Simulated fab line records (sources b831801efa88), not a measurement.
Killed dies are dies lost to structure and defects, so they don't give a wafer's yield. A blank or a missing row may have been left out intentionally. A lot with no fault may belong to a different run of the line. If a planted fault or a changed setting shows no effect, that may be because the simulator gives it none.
Which tool is to blame? || flow sky130 || 6 lots, 18 wafers sampled, at 4 steps of a route of 708

## WHAT THE GAUGES SHOWED, per wafer
SKY_LDD_P_TW_MEAS_11.
{"lot": "L524", "measured": "day 19 13:53", "on": "filmMetro-03", "LDD_P_TW": "633.2 635.8 637.4"}
{"lot": "L526", "measured": "day 20 14:32", "on": "filmMetro-03", "LDD_P_TW": "638.5 640.1 640.1"}
{"lot": "L532", "measured": "day 22 16:14", "on": "filmMetro-04", "LDD_P_TW": "634.5 636.7 635.3"}
{"lot": "L539", "measured": "day 25 04:10", "on": "filmMetro-04", "LDD_P_TW": "641.3 641.0 640.8"}
{"lot": "L542", "measured": "day 26 08:32", "on": "filmMetro-04", "LDD_P_TW": "637.4 642.9 638.9"}
{"lot": "L544", "measured": "day 27 01:03", "on": "filmMetro-01", "LDD_P_TW": "638.2 634.8 638.2"}

## TOOL THAT RAN EACH LOT (tool first, then ch and the chambers of the sampled wafers, then the start)
{"lot": "L524", "SKY_POLY_GATE_STRIP_18": "plasmaAsher-02 ch 0,1, day 16 21:17", "SKY_LDD_N_STRIP_16": "plasmaAsher-01 ch 0,1, day 18 06:56", "SKY_LDD_P_STRIP_10": "plasmaAsher-02 ch 0,1, day 19 13:48"}
{"lot": "L526", "SKY_POLY_GATE_STRIP_18": "plasmaAsher-03 ch 1, day 17 21:10", "SKY_LDD_N_STRIP_16": "plasmaAsher-01 ch 0, day 19 07:21", "SKY_LDD_P_STRIP_10": "plasmaAsher-02 ch 0,1, day 20 14:25"}
{"lot": "L532", "SKY_POLY_GATE_STRIP_18": "plasmaAsher-03 ch 0,1, day 20 00:19", "SKY_LDD_N_STRIP_16": "plasmaAsher-03 ch 0,1, day 21 09:57", "SKY_LDD_P_STRIP_10": "plasmaAsher-01 ch 0,1, day 22 16:08"}
{"lot": "L539", "SKY_POLY_GATE_STRIP_18": "plasmaAsher-03 ch 0,1, day 22 12:10", "SKY_LDD_N_STRIP_16": "plasmaAsher-01 ch 0,1, day 23 21:59", "SKY_LDD_P_STRIP_10": "plasmaAsher-04 ch 0,1, day 25 04:04"}
{"lot": "L542", "SKY_POLY_GATE_STRIP_18": "plasmaAsher-04 ch 0,1, day 23 19:28", "SKY_LDD_N_STRIP_16": "plasmaAsher-01 ch 0,1, day 25 03:29", "SKY_LDD_P_STRIP_10": "plasmaAsher-01 ch 0,1, day 26 08:26"}
{"lot": "L544", "SKY_POLY_GATE_STRIP_18": "plasmaAsher-03 ch 0,1, day 24 12:29", "SKY_LDD_N_STRIP_16": "plasmaAsher-01 ch 0,1, day 25 19:56", "SKY_LDD_P_STRIP_10": "plasmaAsher-04 ch 0,1, day 27 00:58"}
- SKY_POLY_GATE_STRIP_18: strips in O2/N2.
- SKY_LDD_N_STRIP_16: strips in O2/N2.
- SKY_LDD_P_STRIP_10: strips in O2/N2.

## THE ANSWER, worked out from the rows above alone
Rule: the usual values come from the lots themselves. The widest of any qualifying gaps counts: lots, ordered by their means at a reading, are off when they make up no more than a third of the lots, leave a main group of 4 or more, and stand apart from it by 3 or more times the standard deviation of that group's means. A main group whose means are all the same, to the digits that the tables above print for the reading, isn't used. A lot without any number at a reading at which 4 lots or more have one is off too. Any other lot the step has rows for is counted as sound.
No lot is off at any reading shown: from this, nothing can be told.

## WHAT THE SIMULATOR HAD PUT IN
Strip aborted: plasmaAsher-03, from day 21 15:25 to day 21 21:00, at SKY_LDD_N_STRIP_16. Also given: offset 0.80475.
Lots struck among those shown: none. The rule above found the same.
